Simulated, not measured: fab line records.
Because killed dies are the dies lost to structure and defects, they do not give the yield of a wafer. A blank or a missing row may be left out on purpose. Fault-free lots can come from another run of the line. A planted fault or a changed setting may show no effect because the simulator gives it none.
Which of the tools did it? ; flow gf180mcu ; 6 lots, 18 wafers sampled, at 2 steps of a route of 602

WHAT THE GAUGES SHOWED, per wafer
GF_PSD_RS_MEAS_14: uses a four-point probe to measure.
lot;measured;on;NSD_RS (ohm/sq)
L119;day 14 10:44;film metro-03;46.53 46.55 46.53
L122;day 15 10:32;film metro-02;46.53 46.73 46.57
L124;day 16 10:14;film metro-02;46.57 46.53 46.53
L127;day 17 12:19;film metro-03;46.45 46.57 46.48
L129;day 17 19:23;film metro-01;46.63 46.61 46.55
L138;day 21 15:55;film metro-02;48.12 48.08 48.06

TOOL THAT RAN EACH LOT (tool first, then ch and the chambers of the sampled wafers, then the start)
lot;GF_PSD_RTA_13
L119;rtp anneal-01 ch 0, day 14 10:38
L122;rtp anneal-01 ch 0, day 15 10:26
L124;rtp anneal-01 ch 0, day 16 10:09
L127;rtp anneal-01 ch 0, day 17 12:14
L129;rtp anneal-02 ch 0, day 17 19:16
L138;rtp anneal-01 ch 0, day 21 15:50
- GF_PSD_RTA_13: time 20 s.

THE ANSWER, worked out from the rows above alone
Rule: the lots themselves supply what counts as usual. The widest of any qualifying gaps counts: lots, ordered by their means at a reading, are off when they make up no more than a third of the lots, leave a main group of 4 or more, and stand apart from it by 3 or more times the standard deviation of that group's means. If all means in a main group match to the digits the tables above print for the reading, that group is not used. Also off: a lot with no number at a reading for which 4 or more lots have one. Any other lot the step has rows for is counted as sound.
Off: L138, at GF_PSD_RS_MEAS_14 (NSD_RS). Mean 46.56 ohm/sq and standard deviation 0.041 in the main group.
If a tool, at a process step before that reading, ran all the lots that are off and no sound lot after the first of them, it fits. Gauges at GF_PSD_RS_MEAS_14: tried the same way as those tools. 2 tools fit, rtp anneal-01 at GF_PSD_RTA_13 and film metro-02 at GF_PSD_RS_MEAS_14, so this cannot tell which one it is.

WHAT THE SIMULATOR HAD PUT IN
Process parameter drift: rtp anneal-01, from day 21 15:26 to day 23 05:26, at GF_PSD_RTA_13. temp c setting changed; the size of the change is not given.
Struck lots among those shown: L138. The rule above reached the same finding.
